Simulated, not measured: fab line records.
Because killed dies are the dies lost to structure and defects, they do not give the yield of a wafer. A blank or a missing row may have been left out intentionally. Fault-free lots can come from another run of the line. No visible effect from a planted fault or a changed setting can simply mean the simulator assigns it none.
The tool behind it: which one?    flow sky130    route of 708 steps, sampled at 1 step: 6 lots, 18 wafers

WHAT EACH GAUGE READ, for each wafer
SKY_NWELL_THK_MEAS_02.
lot   measured     on             NWELL_OXIDATION_THK (nm)
L990  day 2 17:03  film-metro-04  10.24 10.23 10.22
L993  day 3 13:07  film-metro-04  10.12 10.24 10.23
L997  day 4 06:54  film-metro-02  9.63 9.60 9.90
L101  day 5 09:26  film-metro-02  9.93 9.73 9.63
L104  day 5 17:38  film-metro-04  9.87 9.86 10.03
L108  day 6 18:50  film-metro-04  10.04 10.19 10.30

WHAT TOOL EACH LOT RAN ON (gives the tool, then ch and the chambers of the sampled wafers, and finally the start)
No process step before these readings appears in the record.

THE ANSWER, worked out from the rows above alone
Rule: the usual values come from the lots themselves. The widest of any qualifying gaps counts: lots, ordered by their means at a reading, are off when they make up no more than a third of the lots, leave a main group of 4 or more, and stand apart from it by 3 or more times the standard deviation of that group's means. Not used: any main group whose means are identical at the precision the tables above print for the reading. Also off: a lot with no number at a reading for which 4 or more lots have one. Any other lot the step has rows for is counted as sound.
Across all readings shown, no lot is off: no conclusion can be drawn from this.

WHAT THE SIMULATOR HAD INSERTED
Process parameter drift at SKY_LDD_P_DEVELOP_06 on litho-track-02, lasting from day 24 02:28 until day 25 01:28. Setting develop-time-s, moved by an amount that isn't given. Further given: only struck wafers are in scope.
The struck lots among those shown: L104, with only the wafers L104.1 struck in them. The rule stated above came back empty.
